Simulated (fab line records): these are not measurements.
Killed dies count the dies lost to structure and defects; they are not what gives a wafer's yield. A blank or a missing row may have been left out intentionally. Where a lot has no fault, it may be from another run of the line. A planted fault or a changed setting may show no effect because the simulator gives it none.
Matching of chambers | flow gf180mcu | GF_V2_CVD_02 on pecvd-03: 3 sister chambers
The step deposits SiO2 from TEOS, target thk 850 nm, time 94.851 s. 3 wafers are shown with their chamber, then 8 later ones without.

== EACH WAFER AND ITS CHAMBER ==
wafer  | chamber | heater_power_w (W)
L518.1 | 0       | 826
L522.4 | 2       | 554
L525.2 | 1       | 766

== WAFERS WITH NO CHAMBER GIVEN ==
wafer  | heater_power_w (W)
L525.5 | 616
L525.6 | 617
L534.2 | 704
L534.3 | 661
L534.5 | 742
L535.1 | 525
L535.3 | 810
L535.5 | 631

== WHICH CHAMBER EACH WENT THROUGH ==
wafer  | from the rows above          | in truth
L525.5 | can't be placed: 2 or 1      | 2
L525.6 | can't be placed: 2 or 1      | 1
L534.2 | can't be placed: 1 or 0 or 2 | 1
L534.3 | can't be placed: 1 or 2 or 0 | 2
L534.5 | can't be placed: 1 or 0      | 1
L535.1 | 2                            | 2
L535.3 | can't be placed: 0 or 1      | 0
L535.5 | can't be placed: 2 or 1 or 0 | 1
Placed correctly: 1 of 8. From these rows, 7 cannot be placed; in 7 the true chamber is one of the candidates. 0 placed wrongly.
How it was worked out, from the rows above alone: a wafer's distance from a chamber is the root of the sum, over the readings, of the square of ((its reading less the chamber's mean) divided by the reading's scatter). The wafer belongs to the nearest chamber; if the next one is less than 2 further off, it can't be placed. A chamber's mean is the mean of its shown wafers. The scatter: root of mean squared gap, hidden wafer to nearest shown wafer, with one shown wafer a chamber.
